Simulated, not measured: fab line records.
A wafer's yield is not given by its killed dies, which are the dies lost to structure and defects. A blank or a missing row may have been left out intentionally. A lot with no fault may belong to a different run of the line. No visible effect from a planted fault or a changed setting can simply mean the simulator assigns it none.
fab line records	flow sky130
record: lots: 5	wafers: 23
route steps=708 shown SONOS_ONO@170 POLY_GATE@217 LDD_P@257 LDD_HVN@269 LDD_LDN@291 POLY_CUT@317
start-h: the number of hours between the record's first day and the start of the first shown wafer of the lot	wait-h: hours from the lot's prior step to this one	" unchanged from the row above	L1.1+2: several wafers, shown together as one row	- no value, or no start was given	* or withheld: withheld	< > ~ a bound
route shown NAME@n: names a module that has steps shown in the file, with the first one's number in the route	usual: mean and standard deviation over wafers with no fault	same: alike in all rows	chamber/n: place in a boat	sites: each site's reading	_std_site: standard deviation of those values	_edge_site: outer sites' mean less inner sites'	radius-mm: for every site, how far away it sits from the centre of the wafer	mask NAME#n: copy n	behind: tool/chamber where the wafer was last shaped	hold: cause of the lot's hold/its duration in hours/its outcome	device: the transistor (n, p or np) that didn't switch	end of line: tests run on the same wafers once the route is complete	a step given without rows: its recipe and nothing more	killed: the dies lost at the first sort to structure and to defects; this is not the yield of the wafer	map: dies across one wafer; x = killed, . = not, _ = none there
set.NAME: the run value of the setting; set.NAME@STEP: its run value at that earlier step	model.NAME: the simulator's own value behind a step, which no gauge read
lots run with intentionally changed settings; tables by step, rows by wafer
== steps ==
step: SKY_SONOS_ONO_CVD_02
recipe: material: Si3N4	precursor: DCS/NH3	target-thk-nm: 10.5	temp-c: 770	time-s: 180	pressure-mtorr: 250
lot.wafer	tool	chamber	start-h	wait-h	set.time-s	model.Si3N4_of_SONOS_ONO_CVD_02.thk-nm
L074.1	-	-	-	0.1	187.8	11.01
L074.2	"	-	"	"	187.8	10.94
L074.3	"	-	"	"	187.8	10.82
L074.4	"	-	"	"	187.8	10.87
L074.6	"	-	"	"	187.8	10.76
L078.1	-	-	-	1.0	205.9	11.84
L078.2	"	-	"	"	205.9	11.89
L078.4	"	-	"	"	205.9	11.78
L078.5	"	-	"	"	205.9	11.82
L078.6	"	-	"	"	205.9	11.91
L081.2	lpcvd-02	0	303.85	0.9	180	10.59
L081.3	"	0	"	"	180	10.58
L081.6	"	0	"	"	180	10.53
L083.1	-	-	-	0.3	180	10.25
L083.2	"	-	"	"	180	10.2
L083.4	"	-	"	"	180	10.12
L083.5	"	-	"	"	180	10.03
L083.6	"	-	"	"	180	10.11
L085.1	-	-	-	0.1	204.2	11.67
L085.2	"	-	"	"	204.2	11.51
L085.3	"	-	"	"	204.2	11.64
L085.4	"	-	"	"	204.2	11.47
L085.6	"	-	"	"	204.2	11.71
step: SKY_SONOS_ONO_THK_MEAS_03
recipe: reads: Si3N4_of_SONOS_ONO_CVD_02
usual: SONOS_ONO_CVD_02_THK: 10.37/0.15
lot.wafer	tool	chamber	start-h	wait-h	set.time-s@SONOS_ONO_CVD_02	SONOS_ONO_CVD_02_THK[nm]
L074.1	film-metro-03	-	-	-	187.8	11.04
L074.2	"	-	"	"	187.8	10.92
L074.3	"	-	"	"	187.8	10.84
L074.4	"	-	"	"	187.8	10.85
L074.6	"	-	"	"	187.8	10.68
L078.1	film-metro-03	-	-	-	205.9	11.86
L078.2	"	-	"	"	205.9	11.92
L078.4	"	-	"	"	205.9	11.74
L078.5	"	-	"	"	205.9	11.83
L078.6	"	-	"	"	205.9	11.96
L081.2	film-metro-01	-	304.91	0.0	180	10.59
L081.3	"	-	"	"	180	10.58
L081.6	"	-	"	"	180	10.59
L083.1	film-metro-02	-	-	-	180	10.27
L083.2	"	-	"	"	180	10.19
L083.4	"	-	"	"	180	10.14
L083.5	"	-	"	"	180	10.02
L083.6	"	-	"	"	180	10.17
L085.1	film-metro-01	-	-	-	204.2	11.66
L085.2	"	-	"	"	204.2	11.51
L085.3	"	-	"	"	204.2	11.68
L085.4	"	-	"	"	204.2	11.44
L085.6	"	-	"	"	204.2	11.72
step: SKY_SONOS_ONO_EXPOSE_10
recipe: mask-id: ONOM	target-cd-nm: 410	na: 0.6	source-shape: conventional	sigma-outer: 0.6	dose-mj: 150
lot.wafer	tool	chamber	start-h	wait-h	mask	set.dose-mj
L074.1+4+6	iline-stepper-02	0	-	-	ONOM#0	150
L074.2+3	"	0	"	"	ONOM#0	153.4
L078.1+6	iline-stepper-02	0	-	-	ONOM#0	150
L078.2+4+5	"	0	"	"	ONOM#0	140.6
L081.2+3+6	iline-stepper-02	0	-	-	ONOM#0	150
L083.1+2+4	iline-stepper-02	0	-	-	ONOM#0	150
L083.5+6	"	0	"	"	ONOM#0	158.7
L085.1+3+6	iline-stepper-02	0	-	-	ONOM#0	150
L085.2+4	"	0	"	"	ONOM#0	158.7
step: SKY_SONOS_ONO_PEB_11
recipe: temp-c: withheld	time-s: *	resist: NOVOLAK
step: SKY_SONOS_ONO_DEVELOP_12
recipe: develop-time-s: 60	dev-temp-c: 23
step: SKY_SONOS_ONO_CD_MEAS_13
recipe: target-cd-nm: 410
usual: cd-nm: 409.5/2.3
lot.wafer	tool	chamber	start-h	wait-h	set.dose-mj@SONOS_ONO_EXPOSE_10	cd-nm
L074.1	cd-sem-01	-	267.12	0.1	150	411.8
L074.2	"	-	"	"	153.4	403.1
L074.3	"	-	"	"	153.4	402.1
L074.4	"	-	"	"	150	413.1
L074.6	"	-	"	"	150	410.5
L078.1	cd-sem-02	-	315.02	0.1	150	409.9
L078.2	"	-	"	"	140.6	427.1
L078.4	"	-	"	"	140.6	429.3
L078.5	"	-	"	"	140.6	425.7
L078.6	"	-	"	"	150	412.6
L081.2	cd-sem-01	-	332.44	0.1	150	409.3
L081.3	"	-	"	"	150	407.1
L081.6	"	-	"	"	150	408.4
L083.1	cd-sem-02	-	353.58	0.1	150	412.8
L083.2	"	-	"	"	150	413.6
L083.4	"	-	"	"	150	411.5
L083.5	"	-	"	"	158.7	398.8
L083.6	"	-	"	"	158.7	397.3
L085.1	cd-sem-01	-	367.42	0.1	150	408.6
L085.2	"	-	"	"	158.7	393.4
L085.3	"	-	"	"	150	408.9
L085.4	"	-	"	"	158.7	395.7
L085.6	"	-	"	"	150	409.2
step: SKY_SONOS_ONO_ETCH_15
recipe: target-depth-nm: 19.52	chemistry: CHF3/O2	source-w: 600	bias-w: 200	pressure-mtorr: 40	chf3-flow-sccm: 50	O2_flow_sccm: 5	time-s: 7.8
lot.wafer	tool	chamber	start-h	wait-h	set.time-s	set.dose-mj@SONOS_ONO_EXPOSE_10	model.SONOS_ONO.cd-nm
L074.1	rie-diel-02	1	267.27	0.0	7.8	150	412
L074.2	"	3	"	"	7.8	153.4	403
L074.3	"	2	"	"	8.135	153.4	402.3
L074.4	"	0	"	"	8.135	150	413.7
L074.6	"	0	"	"	8.135	150	410.5
L078.1	rie-diel-03	1	315.17	0.0	7.459	150	409.8
L078.2	"	3	"	"	7.8	140.6	427
L078.4	"	1	"	"	7.459	140.6	429.6
L078.5	"	2	"	"	7.8	140.6	426
L078.6	"	3	"	"	7.8	150	412.6
L081.2	rie-diel-02	0	332.57	0.0	7.8	150	409.6
L081.3	"	2	"	"	7.8	150	407.4
L081.6	"	0	"	"	7.8	150	408.7
L083.1	rie-diel-01	2	353.74	0.0	8.445	150	412.5
L083.2	"	0	"	"	7.8	150	413.3
L083.4	"	3	"	"	7.8	150	411.4
L083.5	"	2	"	"	8.445	158.7	398.9
L083.6	"	0	"	"	7.8	158.7	397.6
L085.1	rie-diel-02	1	367.57	0.0	7.8	150	408.2
L085.2	"	3	"	"	6.63	158.7	393.5
L085.3	"	2	"	"	7.8	150	408.4
L085.4	"	0	"	"	6.63	158.7	395.9
L085.6	"	1	"	"	6.63	150	409
step: SKY_POLY_GATE_CVD_03
recipe: material: Si3N4	precursor: DCS/NH3	target-thk-nm: 75	temp-c: 770	time-s: 1290	pressure-mtorr: 250
lot.wafer	tool	chamber	start-h	wait-h	set.pressure-mtorr	model.Si3N4_of_POLY_GATE_CVD_03.thk-nm
L074.1	-	-	-	0.1	268.2	76.42
L074.2+4	"	-	"	"	268.2	76.58
L074.3	"	-	"	"	268.2	76.66
L074.6	"	-	"	"	268.2	76.26
L078.1	-	-	-	1.1	266.3	75.74
L078.2	"	-	"	"	266.3	75.76
L078.4	"	-	"	"	266.3	75.7
L078.5	"	-	"	"	266.3	75.93
L078.6	"	-	"	"	266.3	75.83
L081.2	lpcvd-02	1	394.32	0.5	250	76.06
L081.3	"	1	"	"	250	76.21
L081.6	"	1	"	"	250	76.81
L083.1	-	-	-	1.7	229	73.33
L083.2	"	-	"	"	229	73.45
L083.4	"	-	"	"	229	73.05
L083.5	"	-	"	"	229	73.31
L083.6	"	-	"	"	229	73.61
L085.1	-	-	-	0.6	217.5	71.12
L085.2+4	"	-	"	"	217.5	71.08
L085.3	"	-	"	"	217.5	71.05
L085.6	"	-	"	"	217.5	71.02
step: SKY_POLY_GATE_OXIDATION_20
recipe: temp-c: 850	ambient: O2	stabilise-s: 600	purge-s: 300	target-thk-a: 40	ox-time-s: 899
lot.wafer	tool	chamber	start-h	wait-h	set.temp-c	model.SiO2_of_POLY_GATE_OXIDATION_20.thk-nm
L074.1	-	-	-	0.3	850	3.858
L074.2	"	-	"	"	850	3.873
L074.3	"	-	"	"	850	3.886
L074.4	"	-	"	"	850	3.837
L074.6	"	-	"	"	850	3.877
L078.1	-	-	-	0.9	867.1	4.978
L078.2	"	-	"	"	867.1	4.958
L078.4	"	-	"	"	867.1	4.878
L078.5	"	-	"	"	867.1	4.969
L078.6	"	-	"	"	867.1	4.898
L081.2	furnace-02	0	427.09	0.3	850	3.935
L081.3	"	0	"	"	850	3.907
L081.6	"	0	"	"	850	3.885
L083.1+6	-	-	-	0.0	839.3	3.564
L083.2	"	-	"	"	839.3	3.584
L083.4	"	-	"	"	839.3	3.493
L083.5	"	-	"	"	839.3	3.523
L085.1	-	-	-	0.2	824.8	2.877
L085.2	"	-	"	"	824.8	2.907
L085.3	"	-	"	"	824.8	2.972
L085.4	"	-	"	"	824.8	2.933
L085.6	"	-	"	"	824.8	2.941
step: SKY_POLY_GATE_THK_MEAS_21
recipe: reads: SiO2_of_POLY_GATE_OXIDATION_20
usual: POLY_GATE_OXIDATION_THK: 3.97/0.085
lot.wafer	tool	chamber	start-h	wait-h	set.temp-c@POLY_GATE_OXIDATION_20	POLY_GATE_OXIDATION_THK[nm]
L074.1	film-metro-04	-	-	-	850	3.82
L074.2	"	-	"	"	850	3.87
L074.3	"	-	"	"	850	3.88
L074.4	"	-	"	"	850	3.82
L074.6	"	-	"	"	850	3.88
L078.1	film-metro-04	-	-	-	867.1	4.98
L078.2	"	-	"	"	867.1	4.96
L078.4	"	-	"	"	867.1	4.87
L078.5	"	-	"	"	867.1	4.96
L078.6	"	-	"	"	867.1	4.88
L081.2	film-metro-03	-	428.35	0.0	850	3.94
L081.3	"	-	"	"	850	3.94
L081.6	"	-	"	"	850	3.85
L083.1	film-metro-03	-	-	-	839.3	3.62
L083.2	"	-	"	"	839.3	3.54
L083.4	"	-	"	"	839.3	3.42
L083.5	"	-	"	"	839.3	3.54
L083.6	"	-	"	"	839.3	3.58
L085.1	film-metro-04	-	-	-	824.8	2.89
L085.2	"	-	"	"	824.8	2.94
L085.3	"	-	"	"	824.8	2.98
L085.4	"	-	"	"	824.8	2.88
L085.6	"	-	"	"	824.8	2.96
step: SKY_LDD_P_COAT_02
recipe: resist: NOVOLAK	spin-rpm: 3000	resist-thk-nm: 1140
lot.wafer	tool	chamber	start-h	wait-h	set.resist-thk-nm	model.NOVOLAK_of_LDD_P_COAT_02.thk-nm
L074.1	litho-track-04	0	402.03	0.1	1140	1140
L074.2	"	0	"	"	1190	1188
L074.3	"	0	"	"	1140	1136
L074.4	"	0	"	"	1190	1190
L074.6	"	0	"	"	1190	1189
L078.1	litho-track-03	0	454.80	0.1	1140	1136
L078.2	"	0	"	"	1140	1139
L078.4+5	"	0	"	"	1078	1074
L078.6	"	0	"	"	1078	1078
L081.2	litho-track-03	0	475.52	0.1	1140	1136
L081.3	"	0	"	"	1140	1134
L081.6	"	0	"	"	1140	1137
L083.1	litho-track-02	0	499.12	0.1	1115	1116
L083.2+6	"	0	"	"	1140	1144
L083.4+5	"	0	"	"	1115	1117
L085.1	litho-track-03	0	514.10	0.1	1116	1115
L085.2	"	0	"	"	1140	1135
L085.3	"	0	"	"	1140	1140
L085.4	"	0	"	"	1116	1112
L085.6	"	0	"	"	1140	1138
step: SKY_LDD_P_IMPLANT_09
recipe: species: BF2	energy-kev: 25	dose-cm2: 1e+13	tilt-deg: withheld
lot.wafer	tool	chamber	start-h	wait-h	set.dose-cm2
L074.1+6	implanter-01	0	416.87	0.0	9.782e+12
L074.2+3+4	"	0	"	"	1e+13
L078.1+2+4+5+6	implanter-03	0	470.45	0.0	1e+13
L081.2+3+6	implanter-01	0	491.45	0.0	1e+13
L083.1+2+4+5+6	implanter-01	0	514.64	0.0	1e+13
L085.1+4+6	implanter-01	0	529.37	0.0	1e+13
L085.2+3	"	0	"	"	1.063e+13
step: SKY_LDD_P_STRIP_10
recipe: chemistry: O2/N2	power-w: 1400	pressure-mtorr: 1500	platen-temp-c: withheld	o2-flow-sccm: 3000	n2-flow-sccm: 300	overash-fraction: 0.5
usual: strip-time-to-endpoint-s: 14.16/0.032
lot.wafer	tool	chamber	start-h	wait-h	set.resist-thk-nm@LDD_P_COAT_02	strip-time-to-endpoint-s
L074.1	plasma-asher-01	1	417.02	0.1	1140	14.19
L074.2	"	0	"	"	1190	14.72
L074.3	"	1	"	"	1140	14.15
L074.4	"	0	"	"	1190	14.73
L074.6	"	0	"	"	1190	14.71
L078.1	plasma-asher-02	0	470.60	0.1	1140	14.13
L078.2	"	1	"	"	1140	14.17
L078.4	"	1	"	"	1078	13.39
L078.5	"	0	"	"	1078	13.42
L078.6	"	1	"	"	1078	13.45
L081.2	plasma-asher-03	1	491.57	0.1	1140	14.13
L081.3	"	1	"	"	1140	14.09
L081.6	"	0	"	"	1140	14.16
L083.1	plasma-asher-03	0	514.79	0.1	1115	13.88
L083.2	"	1	"	"	1140	14.22
L083.4	"	1	"	"	1115	13.92
L083.5	"	0	"	"	1115	13.91
L083.6	"	1	"	"	1140	14.22
L085.1	plasma-asher-02	1	529.52	0.1	1116	13.89
L085.2	"	0	"	"	1140	14.10
L085.3	"	0	"	"	1140	14.18
L085.4	"	1	"	"	1116	13.85
L085.6	"	1	"	"	1140	14.14
step: SKY_LDD_P_TW_MEAS_11
usual: LDD_P_TW: 641.2/2.9
lot.wafer	tool	chamber	start-h	wait-h	set.dose-cm2@LDD_P_IMPLANT_09	LDD_P_TW
L074.1	film-metro-01	-	417.12	0.1	9.782e+12	635.9
L074.2	"	-	"	"	1e+13	639.4
L074.3	"	-	"	"	1e+13	638.2
L074.4	"	-	"	"	1e+13	642.6
L074.6	"	-	"	"	9.782e+12	635.6
L078.1	film-metro-01	-	470.70	0.1	1e+13	645.8
L078.2	"	-	"	"	1e+13	644.2
L078.4	"	-	"	"	1e+13	645.9
L078.5	"	-	"	"	1e+13	643.7
L078.6	"	-	"	"	1e+13	645.2
L081.2	film-metro-01	-	491.80	0.2	1e+13	638.8
L081.3	"	-	"	"	1e+13	638.2
L081.6	"	-	"	"	1e+13	640.9
L083.1	film-metro-01	-	514.89	0.1	1e+13	644.5
L083.2	"	-	"	"	1e+13	642.9
L083.4	"	-	"	"	1e+13	637.9
L083.5	"	-	"	"	1e+13	644.9
L083.6	"	-	"	"	1e+13	639.0
L085.1	film-metro-04	-	529.62	0.1	1e+13	639.5
L085.2	"	-	"	"	1.063e+13	652.9
L085.3	"	-	"	"	1.063e+13	651.7
L085.4	"	-	"	"	1e+13	640.4
L085.6	"	-	"	"	1e+13	639.0
step: SKY_LDD_HVN_COAT_02
recipe: resist: NOVOLAK	spin-rpm: 3000	resist-thk-nm: 300
lot.wafer	tool	chamber	start-h	wait-h	set.spin-rpm	model.NOVOLAK_of_LDD_HVN_COAT_02.thk-nm
L074.1	litho-track-01	0	431.97	0.1	3000	299.3
L074.2	"	0	"	"	3000	298.7
L074.3	"	0	"	"	2891	304.9
L074.4	"	0	"	"	2891	305.4
L074.6	"	0	"	"	2891	305.2
L078.1	litho-track-02	0	485.32	0.1	3103	294.7
L078.2	"	0	"	"	3103	294.3
L078.4	"	0	"	"	3103	295.2
L078.5	"	0	"	"	3000	300.3
L078.6	"	0	"	"	3000	299.9
L081.2	litho-track-03	0	505.72	0.1	3000	299.9
L081.3	"	0	"	"	3000	298.7
L081.6	"	0	"	"	3000	300.3
L083.1	litho-track-01	0	529.32	0.1	3000	299.8
L083.2	"	0	"	"	3139	292.9
L083.4	"	0	"	"	3139	293.7
L083.5	"	0	"	"	3139	292.8
L083.6	"	0	"	"	3000	299.1
L085.1	litho-track-03	0	544.49	0.1	3000	299.9
L085.2	"	0	"	"	3000	300.6
L085.3	"	0	"	"	3000	299.7
L085.4	"	0	"	"	3000	301
L085.6	"	0	"	"	3000	300
step: SKY_LDD_HVN_SOFTBAKE_03
recipe: temp-c: 90	time-s: 60	resist: NOVOLAK
step: SKY_LDD_HVN_EXPOSE_04
recipe: mask-id: HVNTM	na: 0.6	source-shape: conventional	sigma-outer: 0.6	polarization: unpolarized	target-cd-nm: 700	dose-mj: 127
step: SKY_LDD_HVN_IMPLANT_08
recipe: species: P	energy-kev: 60	dose-cm2: 3e+13	tilt-deg: 40
step: SKY_LDD_HVN_STRIP_09
recipe: chemistry: O2/N2	power-w: 1400	pressure-mtorr: 1500	platen-temp-c: withheld	o2-flow-sccm: 3000	n2-flow-sccm: 300	overash-fraction: 0.5
usual: strip-time-to-endpoint-s: 4.131/0.014
lot.wafer	tool	chamber	start-h	wait-h	set.spin-rpm@LDD_HVN_COAT_02	strip-time-to-endpoint-s
L074.1	plasma-asher-02	1	447.50	0.1	3000	4.128
L074.2	"	0	"	"	3000	4.130
L074.3	"	1	"	"	2891	4.209
L074.4	"	0	"	"	2891	4.221
L074.6	"	0	"	"	2891	4.197
L078.1	plasma-asher-03	0	500.75	0.1	3103	4.068
L078.2	"	1	"	"	3103	4.061
L078.4	"	0	"	"	3103	4.085
L078.5	"	1	"	"	3000	4.130
L078.6	"	0	"	"	3000	4.131
L081.2	plasma-asher-02	1	521.88	0.1	3000	4.123
L081.3	"	0	"	"	3000	4.111
L081.6	"	0	"	"	3000	4.139
L083.1	plasma-asher-04	0	545.15	0.1	3000	4.128
L083.2	"	1	"	"	3139	4.033
L083.4	"	0	"	"	3139	4.053
L083.5	"	1	"	"	3139	4.046
L083.6	"	0	"	"	3000	4.116
L085.1	plasma-asher-03	0	559.63	0.1	3000	4.131
L085.2	"	1	"	"	3000	4.134
L085.3	"	0	"	"	3000	4.154
L085.4	"	1	"	"	3000	4.149
L085.6	"	0	"	"	3000	4.141
step: SKY_LDD_LDN_COAT_02
recipe: resist: NOVOLAK	spin-rpm: 3000	resist-thk-nm: 1140
lot.wafer	tool	chamber	start-h	wait-h	set.spin-rpm	model.NOVOLAK_of_LDD_LDN_COAT_02.thk-nm
L074.1	litho-track-02	0	492.22	0.1	2809	1171
L074.2	"	0	"	"	2809	1174
L074.3	"	0	"	"	2809	1172
L074.4	"	0	"	"	3000	1135
L074.6	"	0	"	"	3000	1134
L078.1	litho-track-04	0	546.13	0.1	3000	1144
L078.2+6	"	0	"	"	3000	1141
L078.4	"	0	"	"	3000	1137
L078.5	"	0	"	"	3000	1138
L081.2	litho-track-04	0	565.11	0.1	3000	1138
L081.3	"	0	"	"	3000	1139
L081.6	"	0	"	"	3000	1136
L083.1+5	litho-track-01	0	589.17	0.1	3193	1105
L083.2	"	0	"	"	3193	1102
L083.4	"	0	"	"	3000	1139
L083.6	"	0	"	"	3000	1136
L085.1	litho-track-02	0	604.27	0.1	3000	1140
L085.2+4+6	"	0	"	"	3000	1138
L085.3	"	0	"	"	3000	1136
step: SKY_LDD_LDN_DEVELOP_06
recipe: resist: NOVOLAK	developer: TMAH	develop-time-s: 60	dev-temp-c: 23
lot.wafer	tool	chamber	start-h	wait-h	set.dev-temp-c
L074.1+2+6	litho-track-01	0	507.32	0.1	23
L074.3+4	"	0	"	"	20.34
L078.1+6	litho-track-04	0	560.53	0.1	23
L078.2+4+5	"	0	"	"	25.3
L081.2+3+6	litho-track-02	0	580.54	0.1	23
L083.1+5+6	litho-track-02	0	603.82	0.1	21.93
L083.2+4	"	0	"	"	23
L085.1+2+6	litho-track-02	0	618.47	0.1	25.15
L085.3+4	"	0	"	"	23
step: SKY_LDD_LDN_IMPLANT_08
recipe: species: As	energy-kev: 15	dose-cm2: 1.25e+13	tilt-deg: withheld	rotation-deg: 23
step: SKY_LDD_LDN_IMPLANT_10
recipe: species: As	energy-kev: 15	dose-cm2: 1.25e+13	tilt-deg: withheld	rotation-deg: 203
step: SKY_LDD_LDN_IMPLANT_11
recipe: species: As	energy-kev: 15	dose-cm2: 1.25e+13	tilt-deg: withheld	rotation-deg: 293
step: SKY_LDD_LDN_STRIP_12
recipe: chemistry: O2/N2	power-w: 1400	pressure-mtorr: 1500	platen-temp-c: withheld	o2-flow-sccm: 3000	n2-flow-sccm: 300	overash-fraction: 0.5
usual: strip-time-to-endpoint-s: 14.17/0.038
lot.wafer	tool	chamber	start-h	wait-h	set.spin-rpm@LDD_LDN_COAT_02	strip-time-to-endpoint-s
L074.1	plasma-asher-01	0	508.10	0.1	2809	14.50
L074.2	"	1	"	"	2809	14.52
L074.3	"	1	"	"	2809	14.51
L074.4	"	0	"	"	3000	14.13
L074.6	"	0	"	"	3000	14.11
L078.1	plasma-asher-01	1	561.32	0.1	3000	14.21
L078.2	"	0	"	"	3000	14.18
L078.4	"	1	"	"	3000	14.15
L078.5	"	1	"	"	3000	14.14
L078.6	"	0	"	"	3000	14.18
L081.2	plasma-asher-04	1	581.30	0.1	3000	14.15
L081.3	"	0	"	"	3000	14.14
L081.6	"	0	"	"	3000	14.13
L083.1	plasma-asher-02	1	604.60	0.1	3193	13.77
L083.2	"	0	"	"	3193	13.73
L083.4	"	1	"	"	3000	14.16
L083.5	"	0	"	"	3193	13.76
L083.6	"	1	"	"	3000	14.12
L085.1	plasma-asher-02	0	619.25	0.1	3000	14.16
L085.2	"	1	"	"	3000	14.16
L085.3	"	1	"	"	3000	14.14
L085.4	"	0	"	"	3000	14.14
L085.6	"	0	"	"	3000	14.17
step: SKY_POLY_CUT_ETCH_10
recipe: chemistry: N2/H2	target: BARC	ion-energy-ev: 200	source-w: 500	bias-w: 100	pressure-mtorr: 30	n2-flow-sccm: 100	h2-flow-sccm: 200	stop-on: SiO2	time-s: 45.9	target-depth-a: 600
lot.wafer	tool	chamber	start-h	wait-h	set.time-s	model.KrF-thick_of_POLY_CUT_COAT_03.thk-nm
L074.1	rie-diel-02	1	540.04	0.0	45.9	401.2
L074.2	"	3	"	"	39.49	406.2
L074.3	"	2	"	"	39.49	405.4
L074.4	"	0	"	"	45.9	404
L074.6	"	1	"	"	45.9	400.9
L078.1+4	rie-diel-02	1,0	593.32	0.0	49.97	398.9
L078.2	"	2	"	"	45.9	401.7
L078.5	"	2	"	"	49.97	399.2
L078.6	"	1	"	"	45.9	402.6
L081.2	rie-diel-04	1	611.57	0.0	45.9	402.3
L081.3	"	3	"	"	45.9	401
L081.6	"	3	"	"	45.9	403
L083.1	rie-diel-03	2	635.27	0.0	51.17	399.9
L083.2	"	0	"	"	45.9	402.9
L083.4	"	1	"	"	51.17	399.3
L083.5	"	2	"	"	51.17	398.5
L083.6	"	1	"	"	45.9	402.7
L085.1	rie-diel-02	0	650.12	0.0	45.9	404.1
L085.2	"	3	"	"	45.9	403.8
L085.3	"	1	"	"	45.9	403.5
L085.4	"	2	"	"	45.9	402.1
L085.6	"	1	"	"	45.9	404.2
== key ==
split: step: SKY_SONOS_ONO_CVD_02	setting: time-s	stated: 180	by: lot
response: step: SKY_SONOS_ONO_CVD_02	reading: model.Si3N4_of_SONOS_ONO_CVD_02.thk-nm	change: +0.101	per: 1%	r: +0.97
response: step: SKY_SONOS_ONO_THK_MEAS_03	reading: SONOS_ONO_CVD_02_THK	change: +0.1	per: 1%	r: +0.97
split: step: SKY_SONOS_ONO_EXPOSE_10	setting: dose-mj	stated: 150	by: wafer
response: step: SKY_SONOS_ONO_CD_MEAS_13	reading: cd-nm	change: -2.59	per: 1%	r: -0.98
response: step: SKY_SONOS_ONO_ETCH_15	reading: model.SONOS_ONO.cd-nm	change: -2.56	per: 1%	r: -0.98
split: step: SKY_SONOS_ONO_ETCH_15	setting: time-s	stated: 7.8	by: wafer
response none clear
split: step: SKY_POLY_GATE_CVD_03	setting: pressure-mtorr	stated: 250	by: lot
response: step: SKY_POLY_GATE_CVD_03	reading: model.Si3N4_of_POLY_GATE_CVD_03.thk-nm	change: +0.239	per: 1%	r: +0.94
split: step: SKY_POLY_GATE_OXIDATION_20	setting: temp-c	stated: 850	by: lot
response: step: SKY_POLY_GATE_OXIDATION_20	reading: model.SiO2_of_POLY_GATE_OXIDATION_20.thk-nm	change: +0.394	per: 1%	r: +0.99
response: step: SKY_POLY_GATE_THK_MEAS_21	reading: POLY_GATE_OXIDATION_THK	change: +0.392	per: 1%	r: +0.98
split: step: SKY_LDD_P_COAT_02	setting: resist-thk-nm	stated: 1140	by: wafer
response: step: SKY_LDD_P_COAT_02	reading: model.NOVOLAK_of_LDD_P_COAT_02.thk-nm	change: +11.6	per: 1%	r: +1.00
response: step: SKY_LDD_P_STRIP_10	reading: strip-time-to-endpoint-s	change: *	per: 1%	r: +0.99
split: step: SKY_LDD_P_IMPLANT_09	setting: dose-cm2	stated: 1e+13	by: wafer
response: step: SKY_LDD_P_TW_MEAS_11	reading: LDD_P_TW	change: +2	per: 1%	r: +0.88
split: step: SKY_LDD_HVN_COAT_02	setting: spin-rpm	stated: 3000	by: wafer
response: step: SKY_LDD_HVN_COAT_02	reading: model.NOVOLAK_of_LDD_HVN_COAT_02.thk-nm	change: -1.51	per: 1%	r: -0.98
response: step: SKY_LDD_HVN_STRIP_09	reading: strip-time-to-endpoint-s	change: *	per: 1%	r: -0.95
split: step: SKY_LDD_LDN_COAT_02	setting: spin-rpm	stated: 3000	by: wafer
response: step: SKY_LDD_LDN_COAT_02	reading: model.NOVOLAK_of_LDD_LDN_COAT_02.thk-nm	change: -5.56	per: 1%	r: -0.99
response: step: SKY_LDD_LDN_STRIP_12	reading: strip-time-to-endpoint-s	change: *	per: 1%	r: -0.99
split: step: SKY_LDD_LDN_DEVELOP_06	setting: dev-temp-c	stated: 23	by: wafer
response none clear
split: step: SKY_POLY_CUT_ETCH_10	setting: time-s	stated: 45.9	by: wafer
response: step: SKY_POLY_CUT_ETCH_10	reading: model.KrF-thick_of_POLY_CUT_COAT_03.thk-nm	change: -0.298	per: 1%	r: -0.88
